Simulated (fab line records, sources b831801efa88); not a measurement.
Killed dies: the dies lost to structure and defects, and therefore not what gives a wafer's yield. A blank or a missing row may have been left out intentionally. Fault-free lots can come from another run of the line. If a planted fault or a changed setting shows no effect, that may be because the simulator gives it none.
Which tool did it? -- flow sky130 -- Sampling: 14 lots, 42 wafers, 3 of 708 route steps

== WHAT EACH GAUGE READ, for each wafer ==
SKY_VIA4_THK_MEAS_01. Usual: for VIA4_HDPCVD_THK the level is 1751 nm and the standard deviation is 21.
lot,measured,on,VIA4_HDPCVD_THK (nm),flag
L362,day 42 09:25,film_metro-03,1725 1736 1708,
L363,day 42 19:39,film_metro-01,1723 1731 1731,
L369,day 44 13:17,film_metro-01,1770 1759 1751,
L370,day 44 19:25,film_metro-01,1778 1777 1786,
L371,day 45 00:25,film_metro-01,1756 1773 1761,
L374,day 45 20:46,film_metro-03,1750 1787 1767,
L375,day 46 03:37,film_metro-01,1776 1784 1784,
L377,day 46 14:26,film_metro-02,1731 1744 1719,
L378,day 46 21:16,film_metro-03,1737 1723 1746,
L379,day 47 00:35,film_metro-02,1732 1723 1746,
L380,day 47 12:51,film_metro-03,1758 1730 1753,
L381,day 47 13:37,film_metro-03,1754 1739 1764,
L382,day 47 15:58,film_metro-02,1743 1738 1748,
L383,day 47 19:35,film_metro-03,1736 1752 1742,

SKY_VIA4_BOW_MEAS_03. Usual: for VIA4_BOW the level is 80 um and the standard deviation is 7.9.
lot,measured,on,VIA4_BOW (um),flag
L362,day 42 09:55,film_metro-03,78 87 66,
L363,day 42 20:01,film_metro-01,82 77 77,
L369,day 44 13:40,film_metro-01,66 77 80,
L370,day 44 19:48,film_metro-03,154 147 144,OFF
L371,day 45 00:55,film_metro-03,135 128 144,OFF
L374,day 45 21:08,film_metro-01,84 87 76,
L375,day 46 03:59,film_metro-01,84 94 84,
L377,day 46 14:48,film_metro-01,72 65 78,
L378,day 46 21:38,film_metro-02,75 61 84,
L379,day 47 00:58,film_metro-03,70 71 76,
L380,day 47 13:13,film_metro-03,83 85 86,
L381,day 47 13:59,film_metro-03,86 88 79,
L382,day 47 16:19,film_metro-03,84 76 73,
L383,day 47 19:57,film_metro-01,69 72 84,

== WHAT TOOL EACH LOT RAN ON (gives the tool, then ch and the chambers of the sampled wafers, and finally the start) ==
lot,SKY_VIA4_CMP_02
L362,"cmp-01 ch 2,3, day 42 09:34"
L363,"cmp-02 ch 0,2,3, day 42 19:46"
L369,"cmp-01 ch 1,2,3, day 44 13:26"
L370,"cmp-02 ch 0,1,2, day 44 19:34"
L371,"cmp-01 ch 1,2,3, day 45 00:39"
L374,"cmp-01 ch 0,2,3, day 45 20:50"
L375,"cmp-01 ch 0,1,3, day 46 03:41"
L377,"cmp-01 ch 2,3, day 46 14:29"
L378,"cmp-01 ch 0,1,3, day 46 21:25"
L379,"cmp-01 ch 1,2,3, day 47 00:44"
L380,"cmp-01 ch 1,2,3, day 47 12:57"
L381,"cmp-02 ch 1,3, day 47 13:44"
L382,"cmp-01 ch 0,2,3, day 47 16:01"
L383,"cmp-01 ch 0,1,3, day 47 19:38"
- SKY_VIA4_CMP_02: polishes SiO2.

== AS READ BY THE TOOLS THEMSELVES (means over the sampled wafers that have a number; for cases with no such wafer, the mark the record gives instead) ==
SKY_VIA4_CMP_02. Usual: edge_zone_pressure_frac 1.000, standard deviation 0.005; head_pressure_psi 4.000 psi, standard deviation 0.0092; motor_current_A 11.7 A, standard deviation 1.3; platen_rpm 60.00 rpm, standard deviation 0.036.
lot,tool,edge_zone_pressure_frac,head_pressure_psi (psi),motor_current_A (A),platen_rpm (rpm),flag
L362,cmp-01,1.002,4.005,12.2,60.00,
L363,cmp-02,0.999,4.009,11.0,59.97,
L369,cmp-01,1.001,4.005,12.7,59.98,
L370,cmp-02,-,-,-,-,OFF
L371,cmp-01,-,-,-,-,OFF
L374,cmp-01,1.001,4.001,11.5,60.03,
L375,cmp-01,0.998,3.998,12.6,60.00,
L377,cmp-01,0.996,3.997,12.2,60.04,
L378,cmp-01,0.997,4.001,13.1,59.99,
L379,cmp-01,0.998,3.992,12.3,59.99,
L380,cmp-01,1.001,4.016,12.6,60.00,
L381,cmp-02,0.997,3.999,11.5,60.01,
L382,cmp-01,0.998,3.999,11.8,59.98,
L383,cmp-01,1.000,3.999,12.5,59.99,

== THE ANSWER, worked out from the rows above alone ==
Rule: take the mean of a lot's wafers that have a number; if it is more than 3 standard deviations from the usual mean, the lot is off. A lot without any number at a reading at which 4 lots or more have one is off too. Where the step has rows for the other lots, those lots are counted as sound. After the gauges, taken in route order, come the tools' own readings; for these a lot's mean is taken, as printed above. The first step at which some lot is off is used, and at that step the reading that is off furthest; a lot without a number counts as furthest.
Off: at SKY_VIA4_BOW_MEAS_03 (VIA4_BOW), L370, L371.
A tool fits if, at a process step before that reading, it ran every lot that is off, and no sound lot after the first of them. The gauges at SKY_VIA4_BOW_MEAS_03 aren't tried: what is off there is off at SKY_VIA4_CMP_02 too, on other tools, and a gauge's error can't cause that. No candidate that was tried fits.

== WHAT THE SIMULATOR HAD PUT IN ==
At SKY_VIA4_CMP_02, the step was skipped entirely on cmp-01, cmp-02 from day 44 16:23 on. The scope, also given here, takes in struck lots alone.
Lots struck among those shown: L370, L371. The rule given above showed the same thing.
